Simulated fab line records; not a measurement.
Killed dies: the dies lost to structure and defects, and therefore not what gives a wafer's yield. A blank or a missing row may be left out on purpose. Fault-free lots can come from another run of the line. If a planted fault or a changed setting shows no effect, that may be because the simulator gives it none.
Matching of chambers -- flow gf180mcu -- 4 sister chambers for GF_CONTACT_CMP_04 on cmp-01
The step polishes SiO2. 18 wafers are shown with their chamber, then 9 later ones without.

== WAFERS PAIRED WITH THEIR CHAMBERS ==
wafer,chamber,motor_current_A (A),time_to_endpoint_s (s),head_pressure_psi (psi)
L653.3,1,11.4,114,4.007
L653.4,2,11.9,116,3.993
L653.6,2,11.7,113,4.005
L654.1,1,12.5,113,3.998
L654.3,3,13.1,114,3.992
L654.5,3,12.8,118,4.003
L655.4,3,14.0,118,4.002
L655.5,2,12.4,113,3.993
L655.6,1,12.3,112,4.007
L656.2,3,12.9,114,3.994
L656.5,2,11.4,120,4.012
L656.6,1,12.5,115,4.008
L658.2,2,11.3,112,4.021
L658.3,1,12.6,108,4.008
L658.5,2,13.1,112,4.005
L660.3,1,12.2,110,4.015
L660.5,3,12.9,124,4.002
L660.6,0,11.3,110,4.006

SIGNATURES (means of the wafers above)
reading,chamber 0,chamber 1,chamber 2,chamber 3,scatter within a chamber
motor_current_A,11.300,12.250,11.967,13.140,0.552
time_to_endpoint_s,110.00,112.00,114.33,117.60,3.28
head_pressure_psi,4.00600,4.00717,4.00483,3.99860,0.00778
Rule: a wafer's distance from a chamber is the root of the sum, over the readings, of the square of ((its reading less the chamber's mean) divided by the reading's scatter). The wafer belongs to the nearest chamber; if the next one is less than 2 further off, it can't be placed. The scatter: take each reading less its chamber's mean, square it, sum over the shown wafers, divide by the number of wafers less the number of chambers, and take the root.

== WAFERS MISSING THEIR CHAMBER ==
wafer,motor_current_A (A),time_to_endpoint_s (s),head_pressure_psi (psi)
L664.1,11.9,110,3.999
L664.3,12.5,108,3.997
L664.5,12.2,116,4.015
L669.2,12.0,110,4.003
L669.5,12.1,120,3.998
L669.6,12.7,123,4.022
L672.1,11.6,112,3.998
L672.6,11.4,115,4.007
L673.6,12.9,121,4.008

== CHAMBER TAKEN BY EACH ==
wafer,from the rows above,in truth
L664.1,can't be placed: 1 or 0 or 2 or 3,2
L664.3,can't be placed: 1 or 2 or 0 or 3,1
L664.5,can't be placed: 2 or 1 or 0 or 3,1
L669.2,can't be placed: 1 or 0 or 2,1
L669.5,can't be placed: 2 or 3 or 1 or 0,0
L669.6,can't be placed: 3 or 2 or 1 or 0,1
L672.1,can't be placed: 2 or 0 or 1 or 3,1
L672.6,can't be placed: 2 or 0 or 1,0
L673.6,can't be placed: 3 or 2 or 1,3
Correctly placed: 0 of 9. Can't be placed from these rows: 9 (the true chamber is among the candidates in 9). Wrongly placed: 0.
